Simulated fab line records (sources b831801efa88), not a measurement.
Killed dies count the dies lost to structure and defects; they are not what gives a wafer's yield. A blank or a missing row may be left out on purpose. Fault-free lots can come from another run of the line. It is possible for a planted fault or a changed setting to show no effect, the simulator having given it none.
Comparing a struck lot with a sound one | flow sky130 | 17 steps out of a route of 708
Sound: wafers L210.1, L210.2, L210.4. Wafers L212.3, L212.5, L212.6 were the ones struck. Last of all comes the cause.
For every step that has rows: the tool of each side, followed by ch and its chambers, followed by its first start. Under that, the readings that differ: sound wafers | struck wafers | difference of the means | sigmas: that difference in standard deviations of wafers without a fault.
alike: readings with means less than 2 such deviations apart, plus words and numbers identical on both sides. not compared: withheld readings, readings lacking a value on some wafer, bounds such as >300 that could conceal the same value, and numbers that have no deviation in the record and whose values overlap.
The two part at a step that has a row with sigmas, a row that says differs or no value, or rows on one side only. Non-overlapping numbers with no deviation appear without sigmas and do not part them. Lack of a reading on every wafer of one side parts them only where that side has two or more wafers.

first, 1 step without rows for these wafers: SKY_VT_ADJUST_NCORE_IMPLANT_09.
SKY_VT_ADJUST_NCORE_STRIP_10: strips in O2/N2.
  sound on plasma-asher-04 ch 0,1, day 12 15:46; struck on plasma-asher-01 ch 0,1, day 13 02:03
  alike: drypump-motor-current-A, n2-flow-sccm, oes-product-au, strip-time-to-endpoint-s
  not compared: rf-hours-counter-h
SKY_VT_ADJUST_NCORE_TW_MEAS_11:
  struck on film-metro-01, day 13 02:08; sound on film-metro-02, day 12 15:52
  alike: VT_ADJUST_NCORE_TW
then, 7 steps without rows for these wafers: SKY_VT_ADJUST_HVTR_DEHYDRATE_00 (time 60 s); SKY_VT_ADJUST_HVTR_HMDS_01 (prime time 60 s); SKY_VT_ADJUST_HVTR_COAT_02 (resist thk 1140 nm); SKY_VT_ADJUST_HVTR_SOFTBAKE_03 (time 60 s); SKY_VT_ADJUST_HVTR_EXPOSE_04 (exposes mask HVTRM, target cd 380 nm); SKY_VT_ADJUST_HVTR_PEB_05; SKY_VT_ADJUST_HVTR_DEVELOP_06 (develop time 60 s).
SKY_VT_ADJUST_HVTR_CD_MEAS_07 targets a cd of 380 nm.
  struck on cd-sem-02, day 14 03:54; sound on cd-sem-02, day 13 17:49
  reading    | sound             | struck            | difference | sigmas
  cd-nm (nm) | 380.2 379.7 380.6 | 373.4 373.7 374.3 | -6.4       | -2
SKY_VT_ADJUST_HVTR_OVL_MEAS_08:
  struck on overlay-02, day 14 03:59; sound on overlay-01, day 13 17:56
  alike: VT_ADJUST_HVTR_OVL
SKY_VT_ADJUST_HVTR_IMPLANT_09:
  sound on implanter-01 ch 0, day 13 17:58; struck on implanter-04 ch 0, day 14 04:04
  reading                          | sound                      | struck                         | difference | sigmas
  beam-on-s (s)                    | 10.34 9.98 10.29           | 12.15 12.03 12.23              | +1.93      | +10
  end-station-pressure-torr (Torr) | 5.69e-06 5.18e-06 4.89e-06 | 9.411e-05 8.504e-05 0.00010005 | +8.781e-05 | +99 or more
  faraday-current-uA               | 11.43 11.85 11.43          | 9.82 9.85 9.71                 | -1.78      | -7
SKY_VT_ADJUST_HVTR_STRIP_10: strips in O2/N2.
  sound on plasma-asher-01 ch 0,1, day 13 18:07; struck on plasma-asher-03 ch 0,1, day 14 04:12
  reading                      | sound             | struck            | difference | sigmas
  oes-product-au (a.u.)        | 0.712 0.722 0.708 | 0.725 0.723 0.727 | +0.011     | +3
  strip-time-to-endpoint-s (s) | 14.28 14.29 14.27 | 14.19 14.16 14.17 | -0.11      | -3
  alike: drypump-motor-current-A, n2-flow-sccm
  not compared: rf-hours-counter-h
SKY_VT_ADJUST_HVTR_TW_MEAS_11:
  struck on film-metro-04, day 14 04:17; sound on film-metro-01, day 13 18:13
  reading           | sound             | struck            | difference | sigmas
  VT_ADJUST_HVTR_TW | 210.4 210.2 210.2 | 219.3 220.3 219.3 | +9.4       | +9
then, 1 step without rows for these wafers: SKY_VT_ADJUST_PCH_DEHYDRATE_00 (time 60 s).
-- the record jumps here: 35 days lie between the struck wafers' starts before and after (it left off in module VT_ADJUST_PCH and takes up again in module PAD_OPEN, whose first step shown is number 708 of the route) --
SKY_PAD_OPEN_PROBE_99:
  struck on prober-01, day 49 14:58; sound on prober-01, day 49 08:21
  reading                                  | sound                   | struck                  | difference | sigmas
  model.etest.pfet_01v8_mvt.drive-ua-um    | 147.8 148.9 148.7       | 159.9 157.5 157.5       | +9.8       |
  model.etest.pfet_01v8_mvt.off-log10-a-um | -10.95 -10.77 -10.77    | -9.693 -9.726 -9.849    | +1.074     |
  model.etest.pfet_01v8_mvt.vt-sat-v (V)   | -0.5741 -0.5699 -0.5689 | -0.486 -0.4912 -0.4975  | +0.079     |
  model.etest.pfet_01v8_mvt.vt-v (V)       | -0.66 -0.6569 -0.6566   | -0.5963 -0.5975 -0.5993 | +0.0601    |
  model.etest.pfet_01v8_mvt.vt-long-v (V)  | -0.8653 -0.869 -0.8682  | -0.8202 -0.8186 -0.8181 | +0.0485    |
  alike: killed_at_M0_to_M3, killed_at_M4_up, killed-at-contacts, killed-at-front-end, killed-at-other, killed-dies, killed-open, killed-short

## WHERE THEY PART
First at SKY_VT_ADJUST_HVTR_CD_MEAS_07; last, within this record, at SKY_VT_ADJUST_HVTR_TW_MEAS_11. Later steps at which nothing parts them and some readings are alike: SKY_PAD_OPEN_PROBE_99.

WHY: the cause the simulator had injected
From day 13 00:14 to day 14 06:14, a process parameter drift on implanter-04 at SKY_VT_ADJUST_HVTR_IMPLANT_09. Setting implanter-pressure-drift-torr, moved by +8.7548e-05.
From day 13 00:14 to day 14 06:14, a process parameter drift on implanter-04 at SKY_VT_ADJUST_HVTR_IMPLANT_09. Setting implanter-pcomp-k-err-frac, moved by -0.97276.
